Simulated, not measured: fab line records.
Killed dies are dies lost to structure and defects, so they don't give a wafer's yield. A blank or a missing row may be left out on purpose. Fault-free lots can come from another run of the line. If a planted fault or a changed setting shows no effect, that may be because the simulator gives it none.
Chamber matching + flow gf180mcu + GF_V2_CVD_02 on pecvd-01: 3 sister chambers
The step deposits SiO2 from TEOS, target thk 850 nm, time 94.851 s. 3 wafers are shown with their chamber, then 7 later ones without.

## WAFERS, EACH WITH ITS CHAMBER
| wafer  | chamber | heater-power-w (W) |
|--------|---------|--------------------|
| L371.4 | 2       | 759                |
| L377.1 | 0       | 638                |
| L377.4 | 1       | 701                |

## WAFERS WHOSE CHAMBER IS MISSING
| wafer  | heater-power-w (W) |
|--------|--------------------|
| L377.5 | 705                |
| L378.1 | 749                |
| L378.3 | 760                |
| L378.5 | 629                |
| L379.3 | 718                |
| L379.5 | 727                |
| L379.6 | 761                |

## CHAMBER TAKEN BY EACH
| wafer  | from the rows above     | in truth                   |
|--------|-------------------------|----------------------------|
| L377.5 | 1                       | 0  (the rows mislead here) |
| L378.1 | 2                       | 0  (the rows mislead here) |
| L378.3 | 2                       | 2                          |
| L378.5 | 0                       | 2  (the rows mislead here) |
| L379.3 | can't be placed: 1 or 2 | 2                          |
| L379.5 | can't be placed: 1 or 2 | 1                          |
| L379.6 | 2                       | 2                          |
Correct placement for 2 of the 7. Unplaceable from these rows: 2, with the true chamber sitting among the candidates in 2. Placed wrongly: 3.
How it was worked out, from the rows above alone: a wafer's distance from a chamber is the root of the sum, over the readings, of the square of ((its reading less the chamber's mean) divided by the reading's scatter). If the next closest chamber is less than 2 further off than the closest, the wafer can't be placed; otherwise it belongs to the closest. Each chamber's mean is taken over the wafers shown for it. The scatter: with one shown wafer a chamber, the root of the mean of the squares of how far each hidden wafer lies from its nearest shown one.
